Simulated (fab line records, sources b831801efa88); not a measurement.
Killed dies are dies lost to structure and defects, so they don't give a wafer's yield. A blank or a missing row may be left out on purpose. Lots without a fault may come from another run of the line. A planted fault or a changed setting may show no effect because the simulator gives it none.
Chamber matching | flow gf180mcu | GF_V2_CMP_04 on cmp-01: 4 sister chambers
The step polishes SiO2. 36 wafers are shown with their chamber, then 12 later ones without.

WAFERS WITH THEIR CHAMBER
wafer  | chamber | motor_current_A (A) | time_to_endpoint_s (s) | retaining_ring_pressure_frac
L074.2 | 3       | 10.5                | 60                     | 1.004
L074.3 | 2       | 12.0                | 81                     | 0.997
L074.4 | 1       | 11.7                | 86                     | 0.997
L075.2 | 3       | 10.2                | 62                     | 1.003
L075.3 | 0       | 10.9                | 74                     | 1.001
L075.6 | 1       | 12.6                | 79                     | 1.000
L076.2 | 0       | 11.1                | 72                     | 1.005
L076.4 | 3       | 10.8                | 70                     | 1.005
L076.5 | 3       | 10.9                | 71                     | 1.007
L079.2 | 2       | 12.0                | 82                     | 0.988
L079.5 | 1       | 12.8                | 87                     | 1.002
L079.6 | 2       | 12.1                | 92                     | 1.001
L082.1 | 2       | 12.1                | 76                     | 0.995
L082.3 | 1       | 11.9                | 80                     | 1.001
L082.4 | 3       | 10.7                | 70                     | 1.007
L083.3 | 1       | 12.4                | 85                     | 0.994
L083.4 | 3       | 10.5                | 76                     | 0.997
L083.5 | 0       | 11.1                | 81                     | 0.995
L085.1 | 3       | 11.6                | 71                     | 0.993
L085.5 | 0       | 11.0                | 76                     | 1.000
L085.6 | 1       | 12.4                | 82                     | 0.999
L086.1 | 2       | 12.3                | 75                     | 0.998
L086.4 | 0       | 10.8                | 79                     | 1.004
L086.6 | 3       | 10.5                | 70                     | 1.004
L089.3 | 2       | 12.2                | 77                     | 1.003
L089.4 | 3       | 11.0                | 66                     | 1.007
L089.5 | 2       | 12.2                | 87                     | 1.001
L090.1 | 1       | 12.5                | 83                     | 1.006
L090.3 | 2       | 12.2                | 75                     | 0.997
L090.4 | 0       | 10.8                | 75                     | 1.002
L091.2 | 2       | 12.6                | 84                     | 1.001
L091.3 | 1       | 12.4                | 74                     | 0.997
L091.6 | 0       | 11.0                | 89                     | 0.995
L092.2 | 0       | 10.9                | 80                     | 0.998
L092.3 | 3       | 11.2                | 69                     | 0.999
L092.4 | 2       | 12.0                | 88                     | 1.008

SIGNATURES (means of the wafers above)
reading                      | chamber 0 | chamber 1 | chamber 2 | chamber 3 | scatter within a chamber
motor_current_A              | 10.950    | 12.338    | 12.170    | 10.790    | 0.296
time_to_endpoint_s           | 78.25     | 82.00     | 81.70     | 68.50     | 5.15
retaining_ring_pressure_frac | 1.00000   | 0.99950   | 0.99890   | 1.00260   | 0.00452
Rule: a wafer's distance from a chamber is the root of the sum, over the readings, of the square of ((its reading less the chamber's mean) divided by the reading's scatter). The wafer belongs to the nearest chamber; if the next one is less than 2 further off, it can't be placed. The scatter: the root of (the sum of the squares of (reading less its chamber's mean) over the shown wafers, divided by (wafers less chambers)).

WAFERS WITHOUT THEIR CHAMBER
wafer  | motor_current_A (A) | time_to_endpoint_s (s) | retaining_ring_pressure_frac
L093.2 | 12.2                | 79                     | 1.005
L093.3 | 10.4                | 68                     | 0.992
L093.5 | 11.7                | 85                     | 0.994
L094.4 | 10.5                | 78                     | 1.008
L094.5 | 11.0                | 80                     | 1.005
L094.6 | 11.3                | 86                     | 0.987
L095.1 | 11.8                | 81                     | 0.995
L095.3 | 10.8                | 76                     | 1.001
L095.4 | 12.5                | 87                     | 0.993
L096.1 | 12.2                | 84                     | 1.004
L096.3 | 12.7                | 80                     | 1.006
L096.6 | 11.9                | 82                     | 0.990

WHICH CHAMBER EACH WENT THROUGH
wafer  | from the rows above               | in truth
L093.2 | can't be placed: 1 or 2           | 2
L093.3 | can't be placed: 3 or 0           | 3
L093.5 | can't be placed: 2 or 1 or 0      | 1
L094.4 | can't be placed: 0 or 3           | 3
L094.5 | can't be placed: 0 or 3           | 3
L094.6 | can't be placed: 0 or 2 or 1 or 3 | 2
L095.1 | can't be placed: 2 or 1 or 0      | 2
L095.3 | can't be placed: 0 or 3           | 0
L095.4 | can't be placed: 1 or 2           | 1
L096.1 | can't be placed: 1 or 2           | 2
L096.3 | can't be placed: 1 or 2           | 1
L096.6 | can't be placed: 2 or 1 or 0      | 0
Placed correctly: 0 of 12. Can't be placed from these rows: 12 (the true chamber is among the candidates in 12). Placed wrongly: 0.
